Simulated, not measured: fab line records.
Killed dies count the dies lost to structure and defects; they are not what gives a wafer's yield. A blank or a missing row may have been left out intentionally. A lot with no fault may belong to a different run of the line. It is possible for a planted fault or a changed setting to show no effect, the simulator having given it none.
A lot that was struck, set against a sound lot	flow sky130	14 out of 708 route steps
Sound: wafers L293.3, L293.5, L293.6. The struck wafers were L280.3, L280.4, L280.6. The cause is given at the end.
At each step with rows: each side's tool, then ch and its chambers, then its first start. Under that, the readings that differ: sound wafers	struck wafers	difference of the means	sigmas: that difference in standard deviations of wafers without a fault.
alike: readings whose means differ by less than 2 such deviations, and words and numbers that are the same on both sides. not compared: withheld readings, readings that some wafer has no value for, bounds like >300 that may hide the same value, and numbers for which the record gives no deviation and whose values overlap.
Wherever a step has rows on one side only, a row that says differs or no value, or a row with sigmas, the two part there. Numbers that have no deviation but don't overlap get no sigmas and don't part them. A reading that every wafer of one side lacks parts them only if that side has two wafers or more.

SKY_METAL2_SPUTTER_02: material AlCu, target thk 250 nm, time 13.3 s.
  struck on pvd sputter-01, day 34 18:28; sound on pvd sputter-04, day 39 10:19
  alike: throttle valve pct
SKY_METAL2_SPUTTER_03: material Ti, target thk 5 nm, time 3.3 s.
  struck on pvd sputter-01, day 34 18:29; sound on pvd sputter-04, day 39 10:20
  alike: throttle valve pct
SKY_METAL2_SPUTTER_04: material TiN, target thk 70 nm, time 58.3 s.
  struck on pvd sputter-01, day 34 18:30; sound on pvd sputter-04, day 39 10:21
  alike: throttle valve pct
SKY_METAL2_RS_MEAS_05: a four-point-probe measurement.
  struck on film metro-02, day 34 18:35; sound on film metro-03, day 39 10:26
  alike: METAL2_ALCU_RS
SKY_METAL2_THK_MEAS_06: measures by xrf.
  struck on film metro-02, day 34 18:41; sound on film metro-03, day 39 10:32
  alike: METAL2_ALCU_THK
then, 7 steps without rows for these wafers: SKY_METAL2_DEHYDRATE_07 (time 60 s); SKY_METAL2_HMDS_08 (prime time 60 s); SKY_METAL2_COAT_09 (resist thk 60 nm); SKY_METAL2_COAT_10 (resist thk 450 nm); SKY_METAL2_SOFTBAKE_11 (time 90 s); SKY_METAL2_EXPOSE_12 (exposes mask MM2, target cd 140 nm); SKY_METAL2_PEB_13.
SKY_METAL2_DEVELOP_14: develop time 60 s.
  struck on litho track-04, day 35 20:00; sound on litho track-03 ch 0, day 40 10:00
  no value came back on the struck wafers for chill plate temp C (C), develop time s (s); on the sound wafers chill plate temp C (C) reads 23.04 23.04 22.94
reading	sound	struck	difference	sigmas
model.KrF-thick_of_METAL2_COAT_10.thk nm (nm)	437.6 435.6 436.4	451.4 450.4 451.5	+14.6	
SKY_METAL2_CD_MEAS_15: the cd target is 140 nm.
  struck on cd sem-01, day 35 20:59; sound on cd sem-01, day 40 10:55
reading	sound	struck	difference	sigmas
cd nm (nm)	143.2 142.9 141.5	- - -	no value on the struck wafers	

WHERE THEY PART
First at SKY_METAL2_DEVELOP_14; last, within this record, at SKY_METAL2_CD_MEAS_15.

WHY: the cause the simulator had injected
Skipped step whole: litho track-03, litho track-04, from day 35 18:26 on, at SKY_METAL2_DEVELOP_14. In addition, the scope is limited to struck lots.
